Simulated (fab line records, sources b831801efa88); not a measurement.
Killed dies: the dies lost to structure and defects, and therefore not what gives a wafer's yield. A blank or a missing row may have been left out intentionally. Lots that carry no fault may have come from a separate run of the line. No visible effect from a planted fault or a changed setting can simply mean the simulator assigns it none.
One fault through the eyes of 2 desks | flow gf180mcu | every desk sees just its own numbers, and what lay behind them comes last

AT THE METROLOGY DESK
What the gauges read, lot by lot, whatever tool the lot ran on: means of the sampled wafers that have a number. Marked OUT: a lot whose mean sits more than 4 standard deviations from the usual mean, which makes it out of limits; the brackets give that distance.
Columns: A = POLY_GATE_OXIDATION_THK at GF_POLY_GATE_THK_MEAS_17, usual 4.01 nm; B = HV_LDD_RS at GF_HV_LDD_RS_MEAS_53, usual 417.4 ohm/sq
lot  | first seen here | A    | B
L433 | day 9 16:33     | 3.97 | 415.8
L434 | day 10 00:47    | 3.91 | 417.9
L435 | day 10 06:00    | 4.02 | 417.5
L439 | day 11 05:28    | 4.03 | 417.9
L441 | day 11 20:55    | 4.08 | 418.4
L444 | day 13 01:20    | 4.10 | -
L447 | day 13 17:31    | 4.04 | -
L450 | day 14 15:46    | 3.97 | 417.8
L451 | day 15 01:10    | 4.08 | 416.8
L453 | day 15 18:13    | 4.05 | 418.2
L454 | day 15 19:28    | 4.05 | 417.3
L455 | day 16 06:46    | 4.07 | 415.8
Finding of this desk: none of the 12 lots has anything out of limits.

FOR THE TOOL OWNER'S DESK: implanter-01
The tool's own readings at GF_HV_LDD_IMPLANT_36: means of the sampled wafers that have a number, for each lot that ran on this tool. Marked OUT: a lot whose mean sits more than 4 standard deviations from the usual mean, which makes it out of limits; the brackets give that distance.
Columns: A = faraday current uA at GF_HV_LDD_IMPLANT_36, usual 42.4; B = tilt deg at GF_HV_LDD_IMPLANT_36, usual 29.997 degrees
lot  | first seen here | A    | B
L434 | day 12 09:25    | 42.2 | 29.986
L439 | day 13 16:29    | 42.3 | 29.987
L444 | day 15 17:20    | 42.3 | 28.127 (-85) OUT
L447 | day 16 11:47    | 42.2 | 28.127 (-85) OUT
This desk's finding: out of limits on L444, L447; first on L444, day 15 17:20 (tilt deg at GF_HV_LDD_IMPLANT_36). L434, L439 stayed within limits.

BROUGHT TOGETHER
The tool owner's desk had the chance to raise an alarm at day 15 17:20 on L444, L447.
The metrology desk saw nothing out of limits.
The metrology desk has L444, L447 on record, within its limits.
All the named lots went through GF_HV_LDD_IMPLANT_36 on implanter-01.

WHAT THE SIMULATOR PUT IN
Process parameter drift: implanter-01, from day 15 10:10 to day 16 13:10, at GF_HV_LDD_IMPLANT_36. Setting tilt deg shifted by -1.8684 from 30. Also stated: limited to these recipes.
Struck lots among those shown: L444, L447.
Hours from the fault's start to each desk's first reading out of limits: the tool owner's desk, 7.
